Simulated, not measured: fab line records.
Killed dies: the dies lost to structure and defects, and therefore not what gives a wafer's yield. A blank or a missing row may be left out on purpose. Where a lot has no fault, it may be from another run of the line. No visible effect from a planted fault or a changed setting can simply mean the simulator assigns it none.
A lot that was struck, set against a sound lot + flow sky130 + 22 steps out of a route of 708
Sound: the wafers L958.3, L958.5, L958.6. Struck: wafer L968.4. (L968.3 of the same lot was not struck and is left out.) The cause comes at the end.
Order at every step that has rows: each side's tool, ch and its chambers, its first start. Under that, the readings that differ: sound wafers + struck wafers + difference of the means + sigmas: that difference in standard deviations of wafers without a fault.
alike: same words and numbers on both sides, and readings whose means sit less than 2 such deviations apart. not compared: any withheld reading, any reading some wafer has no value for, any bound like >300 that may hide the same value, and any number with overlapping values for which the record gives no deviation.
A row with sigmas, a row that says differs or no value, or rows on one side alone: a step with any of these is where the two part. Non-overlapping numbers with no deviation appear without sigmas and do not part them. A reading missing from all wafers of one side parts the sides only when that side holds two or more wafers.

first, 5 steps without rows for these wafers: SKY_VT_ADJUST_HVTP_COAT_02 (resist thk 1140 nm); SKY_VT_ADJUST_HVTP_SOFTBAKE_03 (time 60 s); SKY_VT_ADJUST_HVTP_EXPOSE_04 (exposes mask HVTPM, target cd 380 nm); SKY_VT_ADJUST_HVTP_PEB_05; SKY_VT_ADJUST_HVTP_DEVELOP_06 (develop time 60 s).
SKY_VT_ADJUST_HVTP_CD_MEAS_07 targets a cd of 380 nm.
  sound on cd sem-02 at day 7 22:25; struck on cd sem-01 at day 10 12:45
  alike: cd nm
SKY_VT_ADJUST_HVTP_OVL_MEAS_08:
  sound on overlay-01 at day 7 22:30; struck on overlay-01 at day 10 12:50
  alike: VT_ADJUST_HVTP_OVL
following that, these wafers have no rows for 1 step: SKY_VT_ADJUST_HVTP_IMPLANT_09.
SKY_VT_ADJUST_HVTP_STRIP_10: strips in O2/N2.
  sound on plasma asher-02 ch 0,1, day 7 22:42; struck on plasma asher-02 ch 0, day 10 13:03
  alike: drypump motor current A, o2 flow sccm, oes product au, strip time to endpoint s
  not compared: rf hours counter h
SKY_VT_ADJUST_HVTP_TW_MEAS_11:
  sound on film metro-04 at day 7 22:52; struck on film metro-04 at day 10 13:08
  alike: VT_ADJUST_HVTP_TW
then, 2 steps without rows for these wafers: SKY_VT_ADJUST_LVTN_DEHYDRATE_00 (time 60 s); SKY_VT_ADJUST_LVTN_HMDS_01 (prime time 60 s).
SKY_VT_ADJUST_LVTN_COAT_02: resist thk 3000 nm.
  sound on litho track-04 ch 0, day 8 08:31; struck on litho track-02 ch 0, day 11 00:46
| reading                                          | sound          | struck | difference | sigmas |
|--------------------------------------------------|----------------|--------|------------|--------|
| model.coat_of_VT_ADJUST_LVTN_COAT_02.thk nm (nm) | 2988 2993 2997 | 2520   | -473       |        |
  alike: chill plate temp C, spin speed rpm
then, 3 steps without rows for these wafers: SKY_VT_ADJUST_LVTN_SOFTBAKE_03; SKY_VT_ADJUST_LVTN_EXPOSE_04 (exposes mask NWM COMPLEMENT LESS NATIVE, target cd 840 nm); SKY_VT_ADJUST_LVTN_PEB_05.
SKY_VT_ADJUST_LVTN_DEVELOP_06: develop time 60 s.
  sound: litho track-02 ch 0; struck: litho track-01 ch 0
| reading                                          | sound          | struck | difference | sigmas |
|--------------------------------------------------|----------------|--------|------------|--------|
| model.coat_of_VT_ADJUST_LVTN_COAT_02.thk nm (nm) | 2984 2989 2993 | 2516   | -473       |        |
  alike: chill plate temp C
SKY_VT_ADJUST_LVTN_OVL_MEAS_07:
  sound on overlay-01 at day 8 19:25; struck on overlay-01 at day 11 12:24
| reading                 | sound          | struck | difference | sigmas |
|-------------------------|----------------|--------|------------|--------|
| VT_ADJUST_LVTN_OVL (nm) | -0.9 -1.9 -0.1 | 2.1    | +3.1       | +2     |
following that, these wafers have no rows for 1 step: SKY_VT_ADJUST_LVTN_IMPLANT_08.
SKY_VT_ADJUST_LVTN_STRIP_09: strips in O2/N2.
  sound on plasma asher-01 ch 0,1, day 8 19:38; struck on plasma asher-03 ch 0, day 11 12:37
| reading                      | sound             | struck | difference | sigmas |
|------------------------------|-------------------|--------|------------|--------|
| strip time to endpoint s (s) | 36.77 36.83 36.87 | 31.40  | -5.42      | -49    |
  alike: drypump motor current A, o2 flow sccm, oes product au
  not compared: rf hours counter h
SKY_VT_ADJUST_LVTN_TW_MEAS_10:
  sound on film metro-01 at day 8 19:43; struck on film metro-01 at day 11 12:41
  alike: VT_ADJUST_LVTN_TW
SKY_PAD_OPEN_PROBE_99:
  the record holds rows for the sound wafers here (prober-02, day 47 17:56) but none for the struck ones

## WHERE THEY PART
First at SKY_VT_ADJUST_LVTN_OVL_MEAS_07; last, within this record, at SKY_PAD_OPEN_PROBE_99.

WHY: whatever the simulator had introduced
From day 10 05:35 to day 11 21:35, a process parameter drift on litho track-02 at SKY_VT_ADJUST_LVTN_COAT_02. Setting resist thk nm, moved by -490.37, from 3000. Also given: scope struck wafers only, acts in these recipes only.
